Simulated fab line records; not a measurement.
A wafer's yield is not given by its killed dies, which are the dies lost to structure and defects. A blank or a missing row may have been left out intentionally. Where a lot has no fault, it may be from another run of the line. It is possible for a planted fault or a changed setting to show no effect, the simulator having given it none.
Which tool did it? | flow sky130 | 24 lots with 72 wafers sampled at 6 steps, on a route of 708 steps

WHAT THE GAUGES SHOWED, per wafer
SKY_CAPM_THK_MEAS_01.
lot  | measured     | on            | CAPM_CVD_00_THK (nm)
L074 | day 35 15:16 | film-metro-04 | 15.38 15.83 15.83
L075 | day 36 11:41 | film-metro-04 | 15.54 15.91 15.95
L076 | day 36 15:28 | film-metro-04 | 15.46 15.55 15.74
L077 | day 36 22:38 | film-metro-04 | 15.50 15.50 15.98
L078 | day 38 06:01 | film-metro-04 | 15.78 16.19 15.95
L079 | day 38 12:36 | film-metro-02 | 15.39 15.40 15.66
L080 | day 38 14:58 | film-metro-04 | 15.74 15.40 15.77
L081 | day 38 17:34 | film-metro-04 | 15.27 15.31 15.58
L082 | day 38 19:10 | film-metro-02 | 15.56 15.19 15.64
L083 | day 39 04:20 | film-metro-01 | 15.47 15.68 15.67
L085 | day 39 10:58 | film-metro-02 | 15.32 15.36 15.50
L084 | day 39 16:28 | film-metro-01 | 15.58 15.66 16.03
L086 | day 39 20:21 | film-metro-02 | 15.35 15.59 15.42
L087 | day 40 03:35 | film-metro-01 | 15.50 15.78 15.71
L088 | day 40 10:47 | film-metro-01 | 15.34 15.24 15.43
L090 | day 41 14:47 | film-metro-04 | 15.18 15.46 15.52
L091 | day 41 19:22 | film-metro-04 | 15.96 15.65 16.14
L089 | day 42 00:52 | film-metro-01 | 15.06 15.38 15.65
L092 | day 42 01:01 | film-metro-02 | 15.61 15.36 15.69
L093 | day 42 01:55 | film-metro-02 | 15.28 15.46 15.69
L094 | day 42 19:53 | film-metro-01 | 15.54 15.23 15.67
L095 | day 43 03:20 | film-metro-02 | 15.30 15.24 15.67
L097 | day 43 04:11 | film-metro-01 | 15.55 15.06 15.58
L096 | day 43 09:17 | film-metro-02 | 15.05 15.17 15.02

SKY_METAL5_RS_MEAS_05: a four-point-probe measurement.
lot  | measured     | on            | METAL5_ALCU_RS (ohm/sq)
L074 | day 42 04:14 | film-metro-02 | 0.02748 0.02725 0.0274
L075 | day 43 00:02 | film-metro-04 | 0.02735 0.02696 0.02723
L076 | day 43 01:34 | film-metro-02 | 0.0273 0.0272 0.02708
L077 | day 43 07:52 | film-metro-01 | 0.02704 0.0272 0.02741
L078 | day 44 10:59 | film-metro-01 | 0.02749 0.02724 0.02709
L079 | day 44 18:47 | film-metro-01 | 0.02726 0.02723 0.02728
L080 | day 44 20:11 | film-metro-01 | 0.02715 0.027 0.02693
L081 | day 44 22:44 | film-metro-01 | 0.02699 0.02659 0.02685
L082 | day 44 23:48 | film-metro-02 | 0.02685 0.02696 0.02674
L083 | day 45 07:38 | film-metro-01 | 0.02707 0.02692 0.02732
L085 | day 45 11:07 | film-metro-01 | 0.02709 0.02682 0.02696
L084 | day 45 18:58 | film-metro-04 | 0.02758 0.02723 0.02735
L086 | day 45 22:24 | film-metro-02 | 0.02735 0.02745 0.02736
L087 | day 46 03:28 | film-metro-02 | 0.02654 0.02687 0.02671
L088 | day 46 11:48 | film-metro-04 | 0.02667 0.02628 0.02652
L090 | day 47 07:29 | film-metro-04 | 0.02728 0.02716 0.02673
L091 | day 47 12:43 | film-metro-02 | 0.02713 0.02715 0.02692
L089 | day 47 17:16 | film-metro-01 | 0.02704 0.02695 0.02683
L092 | day 47 18:25 | film-metro-04 | 0.02712 0.02683 0.02707
L093 | day 47 19:05 | film-metro-02 | 0.02683 0.02679 0.02678
L094 | day 48 10:09 | film-metro-01 | 0.02727 0.02729 0.02737
L095 | day 48 16:02 | film-metro-04 | 0.02732 0.0269 0.02697
L097 | day 48 15:47 | film-metro-02 | 0.02698 0.02704 0.02705
L096 | day 48 20:43 | film-metro-04 | 0.02693 0.02687 0.02713

EACH LOT AND THE TOOL THAT RAN IT (in order: tool; ch and the chambers of the sampled wafers; start)
lot  | SKY_LI_CONTACT_SPUTTER_19    | SKY_METAL1_STRIP_20                  | SKY_METAL3_SPUTTER_02        | SKY_VIA3_ETCH_14
L074 | pvd-sputter-01, day 28 10:49 | plasma-asher-04 ch 0,1, day 32 02:49 | pvd-sputter-01, day 35 15:08 | rie-diel-01 ch 0,1, day 38 22:19
L075 | pvd-sputter-04, day 29 08:36 | plasma-asher-03 ch 0, day 32 23:58   | pvd-sputter-04, day 36 11:32 | rie-diel-01 ch 2,3, day 39 17:47
L076 | pvd-sputter-01, day 29 10:50 | plasma-asher-03 ch 0,1, day 33 01:22 | pvd-sputter-01, day 36 15:20 | rie-diel-04 ch 0,1,2, day 39 20:47
L077 | pvd-sputter-03, day 29 19:39 | plasma-asher-03 ch 0,1, day 33 11:35 | pvd-sputter-04, day 36 22:29 | rie-diel-03 ch 0,1,3, day 40 04:17
L078 | pvd-sputter-03, day 31 06:41 | plasma-asher-04 ch 0,1, day 34 18:56 | pvd-sputter-01, day 38 05:53 | rie-diel-01 ch 0,3, day 41 09:29
L079 | pvd-sputter-03, day 31 13:04 | plasma-asher-01 ch 0,1, day 35 01:44 | pvd-sputter-04, day 38 12:28 | rie-diel-04 ch 0,1,3, day 41 17:44
L080 | pvd-sputter-01, day 31 13:46 | plasma-asher-01 ch 0,1, day 35 03:23 | pvd-sputter-01, day 38 14:51 | rie-diel-01 ch 0,1,2, day 41 18:37
L081 | pvd-sputter-04, day 31 14:38 | plasma-asher-03 ch 1, day 35 04:04   | pvd-sputter-02, day 38 17:26 | rie-diel-04 ch 1,3, day 41 22:11
L082 | pvd-sputter-04, day 31 19:35 | plasma-asher-04 ch 0,1, day 35 08:25 | pvd-sputter-01, day 38 19:02 | rie-diel-01 ch 1,3, day 41 22:46
L083 | pvd-sputter-01, day 32 05:19 | plasma-asher-04 ch 0,1, day 35 16:34 | pvd-sputter-02, day 39 04:11 | rie-diel-04 ch 0,3, day 42 07:16
L085 | pvd-sputter-03, day 32 15:08 | plasma-asher-03 ch 0,1, day 36 02:28 | pvd-sputter-01, day 39 10:50 | rie-diel-03 ch 0,1, day 42 12:38
L084 | pvd-sputter-04, day 32 17:11 | plasma-asher-03 ch 0,1, day 36 04:58 | pvd-sputter-01, day 39 16:20 | rie-diel-04 ch 0,2,3, day 42 18:58
L086 | pvd-sputter-03, day 32 22:49 | plasma-asher-03 ch 0,1, day 36 09:37 | pvd-sputter-02, day 39 20:14 | rie-diel-03 ch 1,2, day 42 22:58
L087 | pvd-sputter-01, day 33 08:31 | plasma-asher-03 ch 0,1, day 36 18:44 | pvd-sputter-04, day 40 03:27 | rie-diel-04 ch 1,2,3, day 43 04:53
L088 | pvd-sputter-04, day 33 13:56 | plasma-asher-04 ch 0,1, day 37 00:50 | pvd-sputter-04, day 40 10:40 | rie-diel-03 ch 3, day 43 15:58
L090 | pvd-sputter-04, day 34 22:55 | plasma-asher-04 ch 0,1, day 38 07:38 | pvd-sputter-04, day 41 14:39 | rie-diel-03 ch 0,3, day 44 11:49
L091 | pvd-sputter-04, day 35 02:19 | plasma-asher-01 ch 0,1, day 38 11:43 | pvd-sputter-04, day 41 19:14 | rie-diel-03 ch 0,1,2, day 44 17:26
L089 | pvd-sputter-04, day 35 05:14 | plasma-asher-04 ch 0,1, day 38 15:17 | pvd-sputter-01, day 42 00:43 | rie-diel-01 ch 0,1,2, day 44 22:53
L092 | pvd-sputter-01, day 35 05:35 | plasma-asher-01 ch 0,1, day 38 15:38 | pvd-sputter-04, day 42 00:53 | rie-diel-01 ch 1,2, day 44 23:32
L093 | pvd-sputter-04, day 35 09:32 | plasma-asher-04 ch 0,1, day 38 18:00 | pvd-sputter-01, day 42 01:46 | rie-diel-03 ch 0,1,2, day 45 00:32
L094 | pvd-sputter-01, day 36 03:40 | plasma-asher-01 ch 0,1, day 39 12:10 | pvd-sputter-04, day 42 19:46 | rie-diel-04 ch 0,1, day 45 17:14
L095 | pvd-sputter-04, day 36 13:34 | plasma-asher-03 ch 0,1, day 39 22:23 | pvd-sputter-01, day 43 03:12 | rie-diel-04 ch 1,2,3, day 45 23:59
L097 | pvd-sputter-04, day 36 14:43 | plasma-asher-03 ch 0,1, day 39 23:20 | pvd-sputter-04, day 43 04:03 | rie-diel-03 ch 1,3, day 45 23:01
L096 | pvd-sputter-01, day 36 19:22 | plasma-asher-03 ch 0,1, day 40 03:33 | pvd-sputter-02, day 43 09:10 | rie-diel-03 ch 0,1,2, day 46 04:35
- SKY_LI_CONTACT_SPUTTER_19: material Ti, target thk 20 nm, time 106.37 s.
- SKY_METAL1_STRIP_20: strips in O2/N2.
- SKY_METAL3_SPUTTER_02: material AlCu, target thk 735 nm, time 39.1 s.
- SKY_VIA3_ETCH_14: etches BARC in N2/H2, stops on SiO2, time 45.9 s, target depth 60 nm.

AS READ BY THE TOOLS THEMSELVES (means over the sampled wafers that have a number; for cases with no such wafer, the mark the record gives instead)
SKY_LI_CONTACT_SPUTTER_19.
lot  | tool           | substrate-temp-c (C) | throttle-valve-pct (%)
L074 | pvd-sputter-01 | 199.83               | 29.3
L075 | pvd-sputter-04 | 199.95               | 29.5
L076 | pvd-sputter-01 | 200.01               | 29.8
L077 | pvd-sputter-03 | 200.00               | 29.1
L078 | pvd-sputter-03 | 199.83               | 29.8
L079 | pvd-sputter-03 | 200.09               | 28.6
L080 | pvd-sputter-01 | 199.87               | 30.1
L081 | pvd-sputter-04 | 200.01               | 29.9
L082 | pvd-sputter-04 | 199.98               | 29.9
L083 | pvd-sputter-01 | 199.86               | 29.5
L085 | pvd-sputter-03 | 199.83               | 29.2
L084 | pvd-sputter-04 | 199.91               | 29.4
L086 | pvd-sputter-03 | 200.00               | 28.9
L087 | pvd-sputter-01 | 199.98               | 29.1
L088 | pvd-sputter-04 | 199.98               | 29.7
L090 | pvd-sputter-04 | 199.91               | 29.9
L091 | pvd-sputter-04 | 199.94               | 29.7
L089 | pvd-sputter-04 | 199.97               | 29.4
L092 | pvd-sputter-01 | 199.88               | 29.6
L093 | pvd-sputter-04 | 200.08               | 29.8
L094 | pvd-sputter-01 | 199.96               | 29.1
L095 | pvd-sputter-04 | 200.07               | 29.7
L097 | pvd-sputter-04 | 200.08               | 29.1
L096 | pvd-sputter-01 | 200.01               | 29.3

SKY_METAL1_STRIP_20.
lot  | tool            | drypump-motor-current-A (A) | oes-product-au (a.u.) | strip-time-to-endpoint-s (s)
L074 | plasma-asher-04 | 6.0                         | 0.342                 | 2.68
L075 | plasma-asher-03 | 5.5                         | 0.342                 | 2.67
L076 | plasma-asher-03 | 5.7                         | 0.341                 | 2.66
L077 | plasma-asher-03 | 5.6                         | 0.337                 | 2.62
L078 | plasma-asher-04 | 6.1                         | 0.340                 | 2.66
L079 | plasma-asher-01 | 5.0                         | 0.339                 | 2.68
L080 | plasma-asher-01 | 5.1                         | 0.341                 | 2.67
L081 | plasma-asher-03 | 5.7                         | 0.339                 | 2.65
L082 | plasma-asher-04 | 6.0                         | 0.342                 | 2.67
L083 | plasma-asher-04 | 6.0                         | 0.340                 | 2.69
L085 | plasma-asher-03 | 5.7                         | 0.340                 | 2.69
L084 | plasma-asher-03 | 5.7                         | 0.341                 | 2.71
L086 | plasma-asher-03 | 5.6                         | 0.344                 | 2.74
L087 | plasma-asher-03 | 5.6                         | 0.345                 | 2.72
L088 | plasma-asher-04 | 6.0                         | 0.349                 | 2.74
L090 | plasma-asher-04 | 6.1                         | 0.345                 | 2.73
L091 | plasma-asher-01 | 5.1                         | 0.341                 | 2.71
L089 | plasma-asher-04 | 6.0                         | 0.342                 | 2.67
L092 | plasma-asher-01 | 5.0                         | 0.343                 | 2.69
L093 | plasma-asher-04 | 6.0                         | 0.344                 | 2.72
L094 | plasma-asher-01 | 5.0                         | 0.336                 | 2.66
L095 | plasma-asher-03 | 5.6                         | 0.339                 | 2.67
L097 | plasma-asher-03 | 5.7                         | 0.339                 | 2.70
L096 | plasma-asher-03 | 5.7                         | 0.345                 | 2.76

SKY_METAL3_SPUTTER_02.
lot  | tool           | throttle-valve-pct (%)
L074 | pvd-sputter-01 | 30.0
L075 | pvd-sputter-04 | 29.7
L076 | pvd-sputter-01 | 30.2
L077 | pvd-sputter-04 | 29.9
L078 | pvd-sputter-01 | 29.3
L079 | pvd-sputter-04 | 29.3
L080 | pvd-sputter-01 | 29.5
L081 | pvd-sputter-02 | 30.0
L082 | pvd-sputter-01 | 29.3
L083 | pvd-sputter-02 | 30.8
L085 | pvd-sputter-01 | 29.5
L084 | pvd-sputter-01 | 30.0
L086 | pvd-sputter-02 | 31.6
L087 | pvd-sputter-04 | 29.2
L088 | pvd-sputter-04 | 29.0
L090 | pvd-sputter-04 | 29.6
L091 | pvd-sputter-04 | 29.2
L089 | pvd-sputter-01 | 29.5
L092 | pvd-sputter-04 | 30.2
L093 | pvd-sputter-01 | 29.4
L094 | pvd-sputter-04 | 30.2
L095 | pvd-sputter-01 | 29.7
L097 | pvd-sputter-04 | 29.7
L096 | pvd-sputter-02 | 30.7

SKY_VIA3_ETCH_14.
lot  | tool        | drypump-motor-current-A (A) | oes-product-au (a.u.) | throttle-valve-pct (%)
L074 | rie-diel-01 | 5.6                         | 0.857                 | 13.227
L075 | rie-diel-01 | 5.3                         | 0.859                 | 13.231
L076 | rie-diel-04 | 5.4                         | 0.857                 | 13.224
L077 | rie-diel-03 | 5.7                         | 0.859                 | 13.227
L078 | rie-diel-01 | 5.2                         | 0.856                 | 13.239
L079 | rie-diel-04 | 5.4                         | 0.855                 | 13.223
L080 | rie-diel-01 | 5.3                         | 0.857                 | 13.221
L081 | rie-diel-04 | 5.7                         | 0.851                 | 13.223
L082 | rie-diel-01 | 6.0                         | 0.856                 | 13.223
L083 | rie-diel-04 | 5.1                         | 0.853                 | 13.225
L085 | rie-diel-03 | 5.7                         | 0.854                 | 13.231
L084 | rie-diel-04 | 5.1                         | 0.856                 | 13.223
L086 | rie-diel-03 | 6.4                         | 0.853                 | 13.218
L087 | rie-diel-04 | 5.4                         | 0.860                 | 13.231
L088 | rie-diel-03 | 5.4                         | 0.856                 | 13.218
L090 | rie-diel-03 | 5.5                         | 0.858                 | 13.219
L091 | rie-diel-03 | 6.1                         | 0.857                 | 13.230
L089 | rie-diel-01 | 5.3                         | 0.854                 | 13.228
L092 | rie-diel-01 | 5.7                         | 0.855                 | 13.220
L093 | rie-diel-03 | 6.1                         | 0.851                 | 13.223
L094 | rie-diel-04 | 5.3                         | 0.855                 | 13.225
L095 | rie-diel-04 | 5.4                         | 0.856                 | 13.231
L097 | rie-diel-03 | 5.8                         | 0.853                 | 13.225
L096 | rie-diel-03 | 6.1                         | 0.850                 | 13.230

THE ANSWER, worked out from the rows above alone
Rule: usual is defined by the lots themselves. Put in order of their means at a reading, lots are off if they are a third of the lots or fewer, leave a main group of 4 or more, and stand apart from it by a gap of 3 or more times the standard deviation of the main group's means; of several such gaps the widest counts. If all means in a main group match to the digits the tables above print for the reading, that group is not used. A lot without any number at a reading at which 4 lots or more have one is off too. Where the step has rows for the other lots, those lots are counted as sound. After the gauges, taken in route order, come the tools' own readings; for these a lot's mean is taken, as printed above. The first step at which some lot is off is used, and at that step the reading that is off furthest; a lot without a number counts as furthest.
No lot is off at any reading shown: from this, nothing can be told.

WHAT WAS PUT IN BY THE SIMULATOR
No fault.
